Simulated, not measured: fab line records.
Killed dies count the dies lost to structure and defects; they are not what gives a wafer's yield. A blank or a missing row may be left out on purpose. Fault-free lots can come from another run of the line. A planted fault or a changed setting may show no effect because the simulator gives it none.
fab line records / flow sfq-line
record: lots: 6 wafers: 17 last-day: 86
route steps=325 shown M7@285 I7@296
lots that met no fault: taken from a fault-free run of the same line
start-h: hours from the record's opening day to when the first of the lot's shown wafers began / wait-h: hours from the lot's prior step to this one / " identical to the entry in the row above / L1.1+2: a row that stands for several wafers / - no value, or no start was given / * or withheld: withheld / < > ~ a bound
route shown NAME@n: a module of which the file shows steps, and the number in the route of the first / usual: average and standard deviation across the fault-free wafers / same: alike in all rows / chamber/n: place in a boat / sites: each site's reading / _std_site: their standard deviation / _edge_site: outer sites' mean less inner sites' / radius-mm: for every site, how far away it sits from the centre of the wafer / mask NAME#n: copy n / behind: the most recent tool/chamber to have shaped the wafer / hold: what put the lot on hold/how long, in hours/how the hold closed / device: which transistor (n, p or np) failed to switch / end of line: the tests these same wafers got at the end of their route / a step without rows: its recipe alone / killed: count of dies lost to structure and defects at first sort (not the wafer's yield) / map: per-die view of a wafer (x killed, . not killed, _ where there is no die)
set.NAME: the setting that was run; set.NAME@STEP: the one run at that earlier step / model.NAME: the simulator's own value behind a step, which no gauge read
lots at selected steps of the route; one table per step, one row per wafer
services: when a tool's chamber went out of use (start-h, in hours from the record's first day, below 0 if earlier), for how many hours, and the reason
== steps ==
step: SFQ_TRILAYER_M7_LITHO_COAT_182
recipe: resist: BARC spin-rpm: 3000 resist-thk-nm: 62
step: SFQ_TRILAYER_M7_LITHO_COAT_177
recipe: resist: KrF spin-rpm: 3000 resist-thk-nm: 600
step: SFQ_TRILAYER_M7_LITHO_SOFTBAKE_181
recipe: temp-c: withheld time-s: withheld resist: KrF
step: SFQ_TRILAYER_M7_LITHO_EXPOSE_178
recipe: mask-id: M7 na: 0.6 source-shape: conventional sigma-outer: 0.65 target-cd-nm: 500 dose-mj: 14.4
step: SFQ_TRILAYER_M7_LITHO_PEB_180
recipe: peb-temp-c: 115 peb-time-s: 60 resist: KrF
step: SFQ_TRILAYER_M7_LITHO_DEVELOP_179
recipe: time-s: 60 resist: KrF
step: SFQ_M7_OVL_MEAS_945
usual: M7_OVL: 0/5.1
lot.wafer=L243.2 tool=overlay-02 chamber=- start-h=1816.57 wait-h=0.1 M7_OVL[nm]=8
lot.wafer=L243.3 tool=overlay-02 chamber=- start-h=1816.57 wait-h=0.1 M7_OVL[nm]=5
lot.wafer=L243.6 tool=overlay-02 chamber=- start-h=1816.57 wait-h=0.1 M7_OVL[nm]=8
lot.wafer=L253.2 tool=overlay-02 chamber=- start-h=1845.09 wait-h=0.1 M7_OVL[nm]=-11
lot.wafer=L253.3 tool=overlay-02 chamber=- start-h=1845.09 wait-h=0.1 M7_OVL[nm]=-4
lot.wafer=L253.4 tool=overlay-02 chamber=- start-h=1845.09 wait-h=0.1 M7_OVL[nm]=-2
lot.wafer=L254.1 tool=overlay-02 chamber=- start-h=1851.22 wait-h=0.1 M7_OVL[nm]=8
lot.wafer=L254.5 tool=overlay-02 chamber=- start-h=1851.22 wait-h=0.1 M7_OVL[nm]=4
lot.wafer=L259.1 tool=overlay-01 chamber=- start-h=2025.01 wait-h=0.1 M7_OVL[nm]=2
lot.wafer=L259.3 tool=overlay-01 chamber=- start-h=2025.01 wait-h=0.1 M7_OVL[nm]=0
lot.wafer=L259.4 tool=overlay-01 chamber=- start-h=2025.01 wait-h=0.1 M7_OVL[nm]=0
lot.wafer=L261.1 tool=overlay-02 chamber=- start-h=2051.41 wait-h=0.1 M7_OVL[nm]=-7
lot.wafer=L261.4 tool=overlay-02 chamber=- start-h=2051.41 wait-h=0.1 M7_OVL[nm]=-7
lot.wafer=L261.5 tool=overlay-02 chamber=- start-h=2051.41 wait-h=0.1 M7_OVL[nm]=-6
lot.wafer=L262.1 tool=overlay-01 chamber=- start-h=2056.21 wait-h=0.1 M7_OVL[nm]=-7
lot.wafer=L262.2 tool=overlay-01 chamber=- start-h=2056.21 wait-h=0.1 M7_OVL[nm]=-2
lot.wafer=L262.4 tool=overlay-01 chamber=- start-h=2056.21 wait-h=0.1 M7_OVL[nm]=1
step: SFQ_TRILAYER_M7_BARC_OPEN_METAL_ETCH_229
recipe: mask-material: PR chemistry: O2 target-depth-nm: 125 target: BARC icp-w: 600 bias-w: 80 pressure-mtorr: 10 time-s: 41.7
usual: drypump-motor-current-A: 5.7/0.32 oes-product-au: 0.685/0.0048
lot.wafer=L243.2 tool=rie-metal-01 chamber=0 start-h=1816.61 wait-h=0.0 drypump-motor-current-A=5.6 oes-product-au=0.684 rf-hours-counter-h=-
lot.wafer=L243.3 tool=rie-metal-01 chamber=0 start-h=1816.61 wait-h=0.0 drypump-motor-current-A=5.6 oes-product-au=0.686 rf-hours-counter-h=-
lot.wafer=L243.6 tool=rie-metal-01 chamber=0 start-h=1816.61 wait-h=0.0 drypump-motor-current-A=5.6 oes-product-au=0.688 rf-hours-counter-h=-
lot.wafer=L253.2 tool=rie-metal-02 chamber=0 start-h=1845.12 wait-h=0.0 drypump-motor-current-A=5.7 oes-product-au=0.687 rf-hours-counter-h=22
lot.wafer=L253.3 tool=rie-metal-02 chamber=1 start-h=1845.12 wait-h=0.0 drypump-motor-current-A=5.4 oes-product-au=0.689 rf-hours-counter-h=-
lot.wafer=L253.4 tool=rie-metal-02 chamber=0 start-h=1845.12 wait-h=0.0 drypump-motor-current-A=5.7 oes-product-au=0.686 rf-hours-counter-h=-
lot.wafer=L254.1 tool=rie-metal-01 chamber=1 start-h=1851.25 wait-h=0.0 drypump-motor-current-A=5.6 oes-product-au=0.679 rf-hours-counter-h=2
lot.wafer=L254.5 tool=rie-metal-01 chamber=1 start-h=1851.25 wait-h=0.0 drypump-motor-current-A=5.6 oes-product-au=0.689 rf-hours-counter-h=-
lot.wafer=L259.1 tool=rie-metal-01 chamber=1 start-h=2025.04 wait-h=0.0 drypump-motor-current-A=5.6 oes-product-au=0.678 rf-hours-counter-h=25
lot.wafer=L259.3 tool=rie-metal-01 chamber=0 start-h=2025.04 wait-h=0.0 drypump-motor-current-A=5.6 oes-product-au=0.684 rf-hours-counter-h=-
lot.wafer=L259.4 tool=rie-metal-01 chamber=1 start-h=2025.04 wait-h=0.0 drypump-motor-current-A=5.6 oes-product-au=0.683 rf-hours-counter-h=-
lot.wafer=L261.1 tool=rie-metal-01 chamber=0 start-h=2051.44 wait-h=0.0 drypump-motor-current-A=5.6 oes-product-au=0.681 rf-hours-counter-h=82
lot.wafer=L261.4 tool=rie-metal-01 chamber=1 start-h=2051.44 wait-h=0.0 drypump-motor-current-A=5.6 oes-product-au=0.683 rf-hours-counter-h=-
lot.wafer=L261.5 tool=rie-metal-01 chamber=0 start-h=2051.44 wait-h=0.0 drypump-motor-current-A=5.6 oes-product-au=0.685 rf-hours-counter-h=-
lot.wafer=L262.1 tool=rie-metal-03 chamber=1 start-h=2056.24 wait-h=0.0 drypump-motor-current-A=6.0 oes-product-au=0.686 rf-hours-counter-h=20
lot.wafer=L262.2 tool=rie-metal-03 chamber=0 start-h=2056.24 wait-h=0.0 drypump-motor-current-A=6.5 oes-product-au=0.682 rf-hours-counter-h=79
lot.wafer=L262.4 tool=rie-metal-03 chamber=1 start-h=2056.24 wait-h=0.0 drypump-motor-current-A=6.0 oes-product-au=0.676 rf-hours-counter-h=-
step: SFQ_TRILAYER_M7_ETCH_METAL_ETCH_180
recipe: target: Nb stop-on: SiO2 mask-material: PR chemistry: Cl2/Ar target-depth-nm: 240 icp-w: 600 bias-w: 80 pressure-mtorr: 10 time-s: 120
usual: drypump-motor-current-A: 5.7/0.32 oes-product-au: 0.896/0.0081
lot.wafer=L243.2 tool=rie-metal-01 chamber=0 start-h=1816.76 wait-h=0.1 drypump-motor-current-A=5.6 oes-product-au=0.905 rf-hours-counter-h=-
lot.wafer=L243.3 tool=rie-metal-01 chamber=0 start-h=1816.76 wait-h=0.1 drypump-motor-current-A=5.6 oes-product-au=0.900 rf-hours-counter-h=-
lot.wafer=L243.6 tool=rie-metal-01 chamber=0 start-h=1816.76 wait-h=0.1 drypump-motor-current-A=5.6 oes-product-au=0.898 rf-hours-counter-h=-
lot.wafer=L253.2 tool=rie-metal-02 chamber=0 start-h=1845.18 wait-h=0.0 drypump-motor-current-A=5.8 oes-product-au=0.900 rf-hours-counter-h=22
lot.wafer=L253.3 tool=rie-metal-02 chamber=1 start-h=1845.18 wait-h=0.0 drypump-motor-current-A=5.4 oes-product-au=0.895 rf-hours-counter-h=-
lot.wafer=L253.4 tool=rie-metal-02 chamber=0 start-h=1845.18 wait-h=0.0 drypump-motor-current-A=5.7 oes-product-au=0.897 rf-hours-counter-h=-
lot.wafer=L254.1 tool=rie-metal-01 chamber=1 start-h=1851.31 wait-h=0.0 drypump-motor-current-A=5.6 oes-product-au=0.900 rf-hours-counter-h=2
lot.wafer=L254.5 tool=rie-metal-01 chamber=1 start-h=1851.31 wait-h=0.0 drypump-motor-current-A=5.6 oes-product-au=0.909 rf-hours-counter-h=-
lot.wafer=L259.1 tool=rie-metal-01 chamber=1 start-h=2025.10 wait-h=0.0 drypump-motor-current-A=5.6 oes-product-au=0.904 rf-hours-counter-h=25
lot.wafer=L259.3 tool=rie-metal-01 chamber=0 start-h=2025.10 wait-h=0.0 drypump-motor-current-A=5.6 oes-product-au=0.892 rf-hours-counter-h=-
lot.wafer=L259.4 tool=rie-metal-01 chamber=1 start-h=2025.10 wait-h=0.0 drypump-motor-current-A=5.6 oes-product-au=0.908 rf-hours-counter-h=-
lot.wafer=L261.1 tool=rie-metal-01 chamber=0 start-h=2051.50 wait-h=0.0 drypump-motor-current-A=5.6 oes-product-au=0.891 rf-hours-counter-h=82
lot.wafer=L261.4 tool=rie-metal-01 chamber=1 start-h=2051.50 wait-h=0.0 drypump-motor-current-A=5.6 oes-product-au=0.886 rf-hours-counter-h=-
lot.wafer=L261.5 tool=rie-metal-01 chamber=0 start-h=2051.50 wait-h=0.0 drypump-motor-current-A=5.6 oes-product-au=0.895 rf-hours-counter-h=-
lot.wafer=L262.1 tool=rie-metal-03 chamber=1 start-h=2056.30 wait-h=0.0 drypump-motor-current-A=6.0 oes-product-au=0.901 rf-hours-counter-h=20
lot.wafer=L262.2 tool=rie-metal-03 chamber=0 start-h=2056.30 wait-h=0.0 drypump-motor-current-A=6.4 oes-product-au=0.900 rf-hours-counter-h=79
lot.wafer=L262.4 tool=rie-metal-03 chamber=1 start-h=2056.30 wait-h=0.0 drypump-motor-current-A=6.0 oes-product-au=0.908 rf-hours-counter-h=-
step: SFQ_TRILAYER_M7_STRIP_STRIP_181
recipe: gas: O2 power-w: 200 platen-temp-c: 40 overash-fraction: 0.65 chemistry: O2 pressure-mtorr: 50
usual: drypump-motor-current-A: 5.7/0.32 oes-product-au: 1.003/0.0088
lot.wafer=L243.2 tool=rie-metal-01 chamber=0 start-h=1817.16 wait-h=0.4 drypump-motor-current-A=5.6 oes-product-au=1.012 rf-hours-counter-h=-
lot.wafer=L243.3 tool=rie-metal-01 chamber=0 start-h=1817.16 wait-h=0.4 drypump-motor-current-A=5.6 oes-product-au=0.993 rf-hours-counter-h=-
lot.wafer=L243.6 tool=rie-metal-01 chamber=0 start-h=1817.16 wait-h=0.4 drypump-motor-current-A=5.6 oes-product-au=1.004 rf-hours-counter-h=-
lot.wafer=L253.2 tool=rie-metal-02 chamber=0 start-h=1845.31 wait-h=0.1 drypump-motor-current-A=5.7 oes-product-au=1.009 rf-hours-counter-h=22
lot.wafer=L253.3 tool=rie-metal-02 chamber=1 start-h=1845.31 wait-h=0.1 drypump-motor-current-A=5.4 oes-product-au=1.020 rf-hours-counter-h=-
lot.wafer=L253.4 tool=rie-metal-02 chamber=0 start-h=1845.31 wait-h=0.1 drypump-motor-current-A=5.7 oes-product-au=1.018 rf-hours-counter-h=-
lot.wafer=L254.1 tool=rie-metal-01 chamber=1 start-h=1851.44 wait-h=0.1 drypump-motor-current-A=5.6 oes-product-au=1.005 rf-hours-counter-h=2
lot.wafer=L254.5 tool=rie-metal-01 chamber=1 start-h=1851.44 wait-h=0.1 drypump-motor-current-A=5.6 oes-product-au=0.993 rf-hours-counter-h=-
lot.wafer=L259.1 tool=rie-metal-01 chamber=1 start-h=2025.23 wait-h=0.1 drypump-motor-current-A=5.6 oes-product-au=0.994 rf-hours-counter-h=25
lot.wafer=L259.3 tool=rie-metal-01 chamber=0 start-h=2025.23 wait-h=0.1 drypump-motor-current-A=5.6 oes-product-au=1.000 rf-hours-counter-h=-
lot.wafer=L259.4 tool=rie-metal-01 chamber=1 start-h=2025.23 wait-h=0.1 drypump-motor-current-A=5.6 oes-product-au=0.993 rf-hours-counter-h=-
lot.wafer=L261.1 tool=rie-metal-01 chamber=0 start-h=2051.63 wait-h=0.1 drypump-motor-current-A=5.6 oes-product-au=1.005 rf-hours-counter-h=82
lot.wafer=L261.4 tool=rie-metal-01 chamber=1 start-h=2051.63 wait-h=0.1 drypump-motor-current-A=5.6 oes-product-au=1.006 rf-hours-counter-h=-
lot.wafer=L261.5 tool=rie-metal-01 chamber=0 start-h=2051.63 wait-h=0.1 drypump-motor-current-A=5.6 oes-product-au=1.012 rf-hours-counter-h=-
lot.wafer=L262.1 tool=rie-metal-03 chamber=1 start-h=2056.43 wait-h=0.1 drypump-motor-current-A=6.0 oes-product-au=1.004 rf-hours-counter-h=20
lot.wafer=L262.2 tool=rie-metal-03 chamber=0 start-h=2056.43 wait-h=0.1 drypump-motor-current-A=6.4 oes-product-au=0.990 rf-hours-counter-h=79
lot.wafer=L262.4 tool=rie-metal-03 chamber=1 start-h=2056.43 wait-h=0.1 drypump-motor-current-A=6.0 oes-product-au=1.003 rf-hours-counter-h=-
step: SFQ_TRILAYER_M7_STRIP_SOLV_CLEAN_182
recipe: chemistry: NMP temp-c: 70 time-s: 600
step: SFQ_TRILAYER_I7_DEP_PECVD_183
recipe: material: SiO2 temp-c: 150 time-s: 111.11 pressure-torr: 2.4 rf-w: 183.3 precursor: SiH4/N2O target-thk-nm: 500
usual: heater-power-w: 78/14 run-length-s: 138.9/0.69 throttle-valve-pct: 24.2/0.95
lot.wafer=L243.2 tool=pecvd-02 chamber=0 start-h=1818.34 wait-h=0.0 heater-power-w=75 run-length-s=140.2 throttle-valve-pct=22.8 model.SiO2_of_TRILAYER_I7_DEP_PECVD_183.thk-nm=494.4
lot.wafer=L243.3 tool=pecvd-02 chamber=2 start-h=1818.34 wait-h=0.0 heater-power-w=83 run-length-s=138.4 throttle-valve-pct=23.0 model.SiO2_of_TRILAYER_I7_DEP_PECVD_183.thk-nm=494.7
lot.wafer=L243.6 tool=pecvd-02 chamber=0 start-h=1818.34 wait-h=0.0 heater-power-w=75 run-length-s=140.1 throttle-valve-pct=22.5 model.SiO2_of_TRILAYER_I7_DEP_PECVD_183.thk-nm=499.9
lot.wafer=L253.2 tool=pecvd-02 chamber=0 start-h=1846.12 wait-h=0.0 heater-power-w=71 run-length-s=140.0 throttle-valve-pct=22.7 model.SiO2_of_TRILAYER_I7_DEP_PECVD_183.thk-nm=486.2
lot.wafer=L253.3 tool=pecvd-02 chamber=2 start-h=1846.12 wait-h=0.0 heater-power-w=86 run-length-s=138.1 throttle-valve-pct=22.9 model.SiO2_of_TRILAYER_I7_DEP_PECVD_183.thk-nm=496.6
lot.wafer=L253.4 tool=pecvd-02 chamber=2 start-h=1846.12 wait-h=0.0 heater-power-w=86 run-length-s=160.5 throttle-valve-pct=22.8 model.SiO2_of_TRILAYER_I7_DEP_PECVD_183.thk-nm=606.4
lot.wafer=L254.1 tool=pecvd-02 chamber=2 start-h=1852.25 wait-h=0.0 heater-power-w=83 run-length-s=160.9 throttle-valve-pct=22.9 model.SiO2_of_TRILAYER_I7_DEP_PECVD_183.thk-nm=597
lot.wafer=L254.5 tool=pecvd-02 chamber=2 start-h=1852.25 wait-h=0.0 heater-power-w=86 run-length-s=160.8 throttle-valve-pct=23.1 model.SiO2_of_TRILAYER_I7_DEP_PECVD_183.thk-nm=607.6
lot.wafer=L259.1 tool=pecvd-01 chamber=1 start-h=2026.00 wait-h=0.0 heater-power-w=91 run-length-s=138.2 throttle-valve-pct=24.1 model.SiO2_of_TRILAYER_I7_DEP_PECVD_183.thk-nm=491.3
lot.wafer=L259.3 tool=pecvd-01 chamber=2 start-h=2026.00 wait-h=0.0 heater-power-w=69 run-length-s=138.5 throttle-valve-pct=24.7 model.SiO2_of_TRILAYER_I7_DEP_PECVD_183.thk-nm=488.8
lot.wafer=L259.4 tool=pecvd-01 chamber=0 start-h=2026.00 wait-h=0.0 heater-power-w=92 run-length-s=139.4 throttle-valve-pct=25.8 model.SiO2_of_TRILAYER_I7_DEP_PECVD_183.thk-nm=507.8
lot.wafer=L261.1 tool=pecvd-02 chamber=1 start-h=2052.40 wait-h=0.0 heater-power-w=52 run-length-s=138.3 throttle-valve-pct=25.3 model.SiO2_of_TRILAYER_I7_DEP_PECVD_183.thk-nm=494.9
lot.wafer=L261.4 tool=pecvd-02 chamber=0 start-h=2052.40 wait-h=0.0 heater-power-w=63 run-length-s=139.9 throttle-valve-pct=23.1 model.SiO2_of_TRILAYER_I7_DEP_PECVD_183.thk-nm=504.5
lot.wafer=L261.5 tool=pecvd-02 chamber=1 start-h=2052.40 wait-h=0.0 heater-power-w=53 run-length-s=138.5 throttle-valve-pct=25.2 model.SiO2_of_TRILAYER_I7_DEP_PECVD_183.thk-nm=503.5
lot.wafer=L262.1 tool=pecvd-02 chamber=0 start-h=2057.20 wait-h=0.0 heater-power-w=63 run-length-s=140.4 throttle-valve-pct=23.1 model.SiO2_of_TRILAYER_I7_DEP_PECVD_183.thk-nm=497.4
lot.wafer=L262.2 tool=pecvd-02 chamber=2 start-h=2057.20 wait-h=0.0 heater-power-w=78 run-length-s=137.8 throttle-valve-pct=23.7 model.SiO2_of_TRILAYER_I7_DEP_PECVD_183.thk-nm=501
lot.wafer=L262.4 tool=pecvd-02 chamber=1 start-h=2057.20 wait-h=0.0 heater-power-w=58 run-length-s=138.6 throttle-valve-pct=25.4 model.SiO2_of_TRILAYER_I7_DEP_PECVD_183.thk-nm=505.5
step: SFQ_TRILAYER_I7_CMP_CMP_184
recipe: material: SiO2 down-force-psi: 3 platen-rpm: 60 pad-velocity-m-s: 0.94248
usual: edge-zone-pressure-frac: 1.000/0.0047 motor-current-A: 10.1/1 time-to-endpoint-s: 215/7.1
lot.wafer=L243.3 tool=cmp-02 chamber=3 start-h=1819.42 wait-h=1.0 edge-zone-pressure-frac=0.999 motor-current-A=9.0 time-to-endpoint-s=211
lot.wafer=L243.2 tool=cmp-02 chamber=0 start-h=1819.42 wait-h=1.0 edge-zone-pressure-frac=0.993 motor-current-A=9.7 time-to-endpoint-s=216
lot.wafer=L243.6 tool=cmp-02 chamber=2 start-h=1820.92 wait-h=2.5 edge-zone-pressure-frac=1.001 motor-current-A=10.8 time-to-endpoint-s=216
lot.wafer=L253.2 tool=cmp-01 chamber=3 start-h=1860.85 wait-h=14.7 edge-zone-pressure-frac=1.005 motor-current-A=11.9 time-to-endpoint-s=201
lot.wafer=L253.4 tool=cmp-01 chamber=1 start-h=1861.85 wait-h=15.7 edge-zone-pressure-frac=1.003 motor-current-A=8.8 time-to-endpoint-s=286
lot.wafer=L253.3 tool=cmp-01 chamber=2 start-h=1861.85 wait-h=15.7 edge-zone-pressure-frac=0.991 motor-current-A=9.8 time-to-endpoint-s=209
lot.wafer=L254.1 tool=cmp-01 chamber=3 start-h=1868.35 wait-h=16.1 edge-zone-pressure-frac=0.997 motor-current-A=11.8 time-to-endpoint-s=277
lot.wafer=L254.5 tool=cmp-01 chamber=1 start-h=1869.35 wait-h=17.0 edge-zone-pressure-frac=1.003 motor-current-A=8.3 time-to-endpoint-s=280
lot.wafer=L259.4 tool=cmp-02 chamber=2 start-h=2031.09 wait-h=5.0 edge-zone-pressure-frac=0.998 motor-current-A=11.1 time-to-endpoint-s=228
lot.wafer=L259.3 tool=cmp-02 chamber=0 start-h=2032.09 wait-h=6.0 edge-zone-pressure-frac=0.995 motor-current-A=10.2 time-to-endpoint-s=209
lot.wafer=L259.1 tool=cmp-02 chamber=1 start-h=2032.09 wait-h=6.0 edge-zone-pressure-frac=1.005 motor-current-A=10.4 time-to-endpoint-s=210
lot.wafer=L261.1 tool=cmp-02 chamber=3 start-h=2053.06 wait-h=0.6 edge-zone-pressure-frac=1.001 motor-current-A=9.0 time-to-endpoint-s=207
lot.wafer=L261.4 tool=cmp-02 chamber=1 start-h=2054.06 wait-h=1.6 edge-zone-pressure-frac=0.997 motor-current-A=10.3 time-to-endpoint-s=216
lot.wafer=L261.5 tool=cmp-02 chamber=3 start-h=2055.06 wait-h=2.6 edge-zone-pressure-frac=1.005 motor-current-A=8.9 time-to-endpoint-s=216
lot.wafer=L262.1 tool=cmp-02 chamber=3 start-h=2057.78 wait-h=0.5 edge-zone-pressure-frac=0.995 motor-current-A=9.0 time-to-endpoint-s=210
lot.wafer=L262.4 tool=cmp-02 chamber=0 start-h=2057.78 wait-h=0.5 edge-zone-pressure-frac=0.996 motor-current-A=9.5 time-to-endpoint-s=219
lot.wafer=L262.2 tool=cmp-02 chamber=1 start-h=2057.78 wait-h=0.5 edge-zone-pressure-frac=0.996 motor-current-A=10.4 time-to-endpoint-s=211
step: SFQ_I7_BOW_MEAS_946
recipe: mode: bow
usual: I7_BOW: 9/8
lot.wafer=L243.2 tool=film-metro-01 chamber=- start-h=1821.44 wait-h=1.0 I7_BOW[um]=0
lot.wafer=L243.3 tool=film-metro-01 chamber=- start-h=1821.44 wait-h=1.0 I7_BOW[um]=-11
lot.wafer=L243.6 tool=film-metro-01 chamber=- start-h=1821.44 wait-h=1.0 I7_BOW[um]=3
lot.wafer=L253.2 tool=film-metro-03 chamber=- start-h=1863.87 wait-h=2.5 I7_BOW[um]=12
lot.wafer=L253.3 tool=film-metro-03 chamber=- start-h=1863.87 wait-h=2.5 I7_BOW[um]=6
lot.wafer=L253.4 tool=film-metro-03 chamber=- start-h=1863.87 wait-h=2.5 I7_BOW[um]=14
lot.wafer=L254.1 tool=film-metro-04 chamber=- start-h=1869.85 wait-h=1.0 I7_BOW[um]=9
lot.wafer=L254.5 tool=film-metro-04 chamber=- start-h=1869.85 wait-h=1.0 I7_BOW[um]=1
lot.wafer=L259.1 tool=film-metro-01 chamber=- start-h=2034.09 wait-h=1.0 I7_BOW[um]=2
lot.wafer=L259.3 tool=film-metro-01 chamber=- start-h=2034.09 wait-h=1.0 I7_BOW[um]=7
lot.wafer=L259.4 tool=film-metro-01 chamber=- start-h=2034.09 wait-h=1.0 I7_BOW[um]=3
lot.wafer=L261.1 tool=film-metro-03 chamber=- start-h=2055.56 wait-h=2.0 I7_BOW[um]=16
lot.wafer=L261.4 tool=film-metro-03 chamber=- start-h=2055.56 wait-h=2.0 I7_BOW[um]=6
lot.wafer=L261.5 tool=film-metro-03 chamber=- start-h=2055.56 wait-h=2.0 I7_BOW[um]=21
lot.wafer=L262.1 tool=film-metro-04 chamber=- start-h=2060.28 wait-h=2.0 I7_BOW[um]=2
lot.wafer=L262.2 tool=film-metro-04 chamber=- start-h=2060.28 wait-h=2.0 I7_BOW[um]=-2
lot.wafer=L262.4 tool=film-metro-04 chamber=- start-h=2060.28 wait-h=2.0 I7_BOW[um]=6
== services ==
tool=rie-metal-01 chamber=1 start-h=1801.42 hours=16.4 kind=repair
tool=rie-metal-03 chamber=1 start-h=1805.26 hours=5.1 kind=repair
tool=pecvd-01 chamber=- start-h=1815.93 hours=5.5 kind=pm
tool=rie-metal-01 chamber=1 start-h=1818.16 hours=- kind=clean
tool=rie-metal-01 chamber=1 start-h=1818.16 hours=- kind=consumable-replace:focus-ring
tool=rie-metal-01 chamber=1 start-h=1818.16 hours=17.5 kind=scheduled-down
tool=rie-metal-01 chamber=1 start-h=1818.16 hours=17.5 kind=vent-cycle
tool=pecvd-01 chamber=0 start-h=1821.55 hours=5.6 kind=repair
tool=rie-metal-01 chamber=- start-h=1823.96 hours=1.4 kind=pm
tool=cmp-02 chamber=- start-h=1830.42 hours=5.1 kind=pm
tool=cmp-02 chamber=- start-h=1868.99 hours=17.2 kind=repair
tool=rie-metal-01 chamber=1 start-h=1884.81 hours=6.7 kind=repair
tool=rie-metal-03 chamber=- start-h=1892.88 hours=0.2 kind=repair
tool=rie-metal-03 chamber=1 start-h=1904.84 hours=- kind=clean
tool=pecvd-02 chamber=- start-h=1919.72 hours=2.8 kind=pm
tool=cmp-01 chamber=- start-h=1937.73 hours=4.0 kind=pm
tool=rie-metal-02 chamber=1 start-h=1943.80 hours=9.8 kind=repair
tool=cmp-02 chamber=- start-h=1989.94 hours=13.0 kind=pm
tool=cmp-02 chamber=- start-h=2002.91 hours=4.2 kind=pm
tool=rie-metal-03 chamber=- start-h=2028.99 hours=1.1 kind=repair
tool=rie-metal-03 chamber=- start-h=2040.13 hours=1.4 kind=pm
tool=cmp-01 chamber=- start-h=2044.76 hours=5.7 kind=pm
tool=pecvd-01 chamber=- start-h=2049.00 hours=0.6 kind=repair
tool=pecvd-01 chamber=- start-h=2051.31 hours=0.6 kind=repair
== key ==
first-sign: step: SFQ_TRILAYER_I7_DEP_PECVD_183 reading: run-length-s direction: up sigmas: 32 usual: * struck: *
effect: step: SFQ_TRILAYER_I7_CMP_CMP_184 reading: time-to-endpoint-s direction: up sigmas: 9.3 usual: * struck: *
model-effect: step: SFQ_TRILAYER_I7_DEP_PECVD_183 value: SiO2_of_TRILAYER_I7_DEP_PECVD_183.thk-nm without: 502.1 struck: 603.7
met-at SFQ_TRILAYER_I7_DEP_PECVD_183
struck-wafers L253.4,L254.1,L254.5
onset-between 1818.34 1846.12
fault: kind: process-parameter-drift tool: pecvd-02 chamber: - onset-h: 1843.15 steps: SFQ_TRILAYER_I7_DEP_PECVD_183 channel: time-s offset: * shape: step end-h: 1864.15 scope: struck-wafers-only acts-in: * stated: *
